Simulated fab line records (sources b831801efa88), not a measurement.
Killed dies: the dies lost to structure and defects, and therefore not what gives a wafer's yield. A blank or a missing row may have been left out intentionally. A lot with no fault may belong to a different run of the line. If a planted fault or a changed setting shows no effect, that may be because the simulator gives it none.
Which tool did it?	flow sky130	10 lots, 29 wafers sampled, at 3 steps of a route of 708

== WHAT THE GAUGES SHOWED, per wafer ==
SKY_VIA4_BOW_MEAS_03.
lot	measured	on	VIA4_BOW (um)
L386	day 41 20:53	filmMetro-01	82 87 74
L389	day 42 16:26	filmMetro-01	77 75 68
L390	day 43 01:25	filmMetro-02	78 81 64
L398	day 45 08:46	filmMetro-01	93 86
L403	day 46 14:33	filmMetro-01	87 90 85
L404	day 46 22:41	filmMetro-01	85 77 79
L405	day 47 01:07	filmMetro-02	59 65 65
L406	day 47 07:02	filmMetro-01	80 92 78
L408	day 47 21:17	filmMetro-01	82 77 66
L409	day 48 03:09	filmMetro-01	83 79 70

== EACH LOT AND THE TOOL THAT RAN IT (in order: tool; ch and the chambers of the sampled wafers; start) ==
lot	SKY_CAP2M_STRIP_14	SKY_METAL4_DESCUM_15
L386	plasmaAsher-04 ch 0,1, day 40 18:54	rieMetal-03 ch 0,1, day 41 19:23
L389	plasmaAsher-03 ch 0, day 41 15:12	rieMetal-02 ch 0, day 42 14:49
L390	plasmaAsher-04 ch 0,1, day 41 23:57	rieMetal-04 ch 0, day 42 23:54
L398	plasmaAsher-03 ch 0,1, day 44 09:00	rieMetal-04 ch 1, day 45 07:17
L403	plasmaAsher-03 ch 0,1, day 45 15:27	rieMetal-03 ch 0,1, day 46 13:05
L404	plasmaAsher-01 ch 0,1, day 46 00:07	rieMetal-03 ch 0,1, day 46 21:10
L405	plasmaAsher-01 ch 0,1, day 46 02:00	rieMetal-02 ch 0,1, day 46 23:15
L406	plasmaAsher-01 ch 0,1, day 46 07:36	rieMetal-03 ch 0,1, day 47 04:58
L408	plasmaAsher-01 ch 1, day 46 21:06	rieMetal-02 ch 0,1, day 47 18:08
L409	plasmaAsher-03 ch 0,1, day 47 05:15	rieMetal-02 ch 1, day 48 01:41
- SKY_CAP2M_STRIP_14: strips in O2/N2.
- SKY_METAL4_DESCUM_15: chemistry O2, time 8 s.

== THE ANSWER, worked out from the rows above alone ==
Rule: what is usual is taken from the lots themselves. The widest of any qualifying gaps counts: lots, ordered by their means at a reading, are off when they make up no more than a third of the lots, leave a main group of 4 or more, and stand apart from it by 3 or more times the standard deviation of that group's means. Not used: any main group whose means are identical at the precision the tables above print for the reading. A lot without any number at a reading at which 4 lots or more have one is off too. The other lots that the step has rows for count as sound.
Across all readings shown, no lot is off: no conclusion can be drawn from this.

== WHAT THE SIMULATOR PUT IN ==
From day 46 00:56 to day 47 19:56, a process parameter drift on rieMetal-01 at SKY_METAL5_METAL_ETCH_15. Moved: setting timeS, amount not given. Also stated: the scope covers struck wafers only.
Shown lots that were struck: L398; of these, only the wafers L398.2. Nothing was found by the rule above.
